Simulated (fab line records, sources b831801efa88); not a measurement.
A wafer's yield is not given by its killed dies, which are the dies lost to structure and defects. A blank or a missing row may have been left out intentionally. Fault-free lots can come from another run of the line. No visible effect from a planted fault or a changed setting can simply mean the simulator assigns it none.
Chamber matching :: flow sfq-line :: SFQ_TRILAYER_I3_CMP_CMP_082 on cmp-01 has 4 sister chambers
The step polishes SiO2. 15 wafers are shown with their chamber, then 7 later ones without.

== WAFERS PAIRED WITH THEIR CHAMBERS ==
wafer: L837.3
chamber: 2
motor-current-A (A): 9.1
time-to-endpoint-s (s): 217
edge-zone-pressure-frac: 1.008

wafer: L837.4
chamber: 3
motor-current-A (A): 10.2
time-to-endpoint-s (s): 226
edge-zone-pressure-frac: 0.996

wafer: L837.5
chamber: 2
motor-current-A (A): 9.5
time-to-endpoint-s (s): 219
edge-zone-pressure-frac: 1.001

wafer: L838.5
chamber: 2
motor-current-A (A): 9.0
time-to-endpoint-s (s): 237
edge-zone-pressure-frac: 0.990

wafer: L846.3
chamber: 0
motor-current-A (A): 10.9
time-to-endpoint-s (s): 207
edge-zone-pressure-frac: 0.998

wafer: L846.5
chamber: 0
motor-current-A (A): 10.6
time-to-endpoint-s (s): 211
edge-zone-pressure-frac: 0.991

wafer: L846.6
chamber: 3
motor-current-A (A): 9.4
time-to-endpoint-s (s): 222
edge-zone-pressure-frac: 1.000

wafer: L849.4
chamber: 1
motor-current-A (A): 12.2
time-to-endpoint-s (s): 202
edge-zone-pressure-frac: 1.001

wafer: L849.1
chamber: 0
motor-current-A (A): 10.6
time-to-endpoint-s (s): 200
edge-zone-pressure-frac: 0.991

wafer: L849.6
chamber: 2
motor-current-A (A): 9.6
time-to-endpoint-s (s): 217
edge-zone-pressure-frac: 1.002

wafer: L853.3
chamber: 0
motor-current-A (A): 9.9
time-to-endpoint-s (s): 199
edge-zone-pressure-frac: 0.990

wafer: L853.2
chamber: 3
motor-current-A (A): 9.7
time-to-endpoint-s (s): 203
edge-zone-pressure-frac: 0.993

wafer: L853.5
chamber: 1
motor-current-A (A): 12.2
time-to-endpoint-s (s): 208
edge-zone-pressure-frac: 1.005

wafer: L854.2
chamber: 3
motor-current-A (A): 9.3
time-to-endpoint-s (s): 209
edge-zone-pressure-frac: 1.001

wafer: L854.4
chamber: 0
motor-current-A (A): 10.5
time-to-endpoint-s (s): 204
edge-zone-pressure-frac: 1.003

SIGNATURES, as means of the wafers listed above
reading: motor-current-A
chamber 0: 10.500
chamber 1: 12.200
chamber 2: 9.300
chamber 3: 9.650
scatter within a chamber: 0.342

reading: time-to-endpoint-s
chamber 0: 204.20
chamber 1: 205.00
chamber 2: 222.50
chamber 3: 215.00
scatter within a chamber: 8.26

reading: edge-zone-pressure-frac
chamber 0: 0.99460
chamber 1: 1.00300
chamber 2: 1.00025
chamber 3: 0.99750
scatter within a chamber: 0.00562
Rule: a wafer lies at a distance from a chamber equal to the root of the sum of squares, over the readings, of (its reading less the chamber's mean, divided by the reading's scatter). If the next closest chamber is less than 2 further off than the closest, the wafer can't be placed; otherwise it belongs to the closest. The scatter is the square root of a quotient: the sum, over the shown wafers, of each reading's squared deviation from its chamber's mean, divided by wafers minus chambers.

== WAFERS WITH NO CHAMBER GIVEN ==
wafer: L854.1
motor-current-A (A): 9.3
time-to-endpoint-s (s): 203
edge-zone-pressure-frac: 1.006

wafer: L855.2
motor-current-A (A): 10.5
time-to-endpoint-s (s): 191
edge-zone-pressure-frac: 1.004

wafer: L855.3
motor-current-A (A): 9.4
time-to-endpoint-s (s): 203
edge-zone-pressure-frac: 0.998

wafer: L855.6
motor-current-A (A): 11.4
time-to-endpoint-s (s): 210
edge-zone-pressure-frac: 0.996

wafer: L856.1
motor-current-A (A): 10.0
time-to-endpoint-s (s): 207
edge-zone-pressure-frac: 1.003

wafer: L856.3
motor-current-A (A): 9.9
time-to-endpoint-s (s): 187
edge-zone-pressure-frac: 1.001

wafer: L856.5
motor-current-A (A): 9.3
time-to-endpoint-s (s): 204
edge-zone-pressure-frac: 1.000

== CHAMBER TAKEN BY EACH ==
wafer: L854.1
from the rows above: can't be placed: 3 or 2 or 0
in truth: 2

wafer: L855.2
from the rows above: can't be placed: 0 or 3
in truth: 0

wafer: L855.3
from the rows above: can't be placed: 3 or 2 or 0
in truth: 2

wafer: L855.6
from the rows above: can't be placed: 1 or 0
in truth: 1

wafer: L856.1
from the rows above: can't be placed: 3 or 0 or 2
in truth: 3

wafer: L856.3
from the rows above: can't be placed: 0 or 3 or 2
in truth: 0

wafer: L856.5
from the rows above: can't be placed: 3 or 2 or 0
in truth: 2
Placed correctly: 0 of 7. Unplaceable from these rows: 7, with the true chamber sitting among the candidates in 7. 0 placed wrongly.
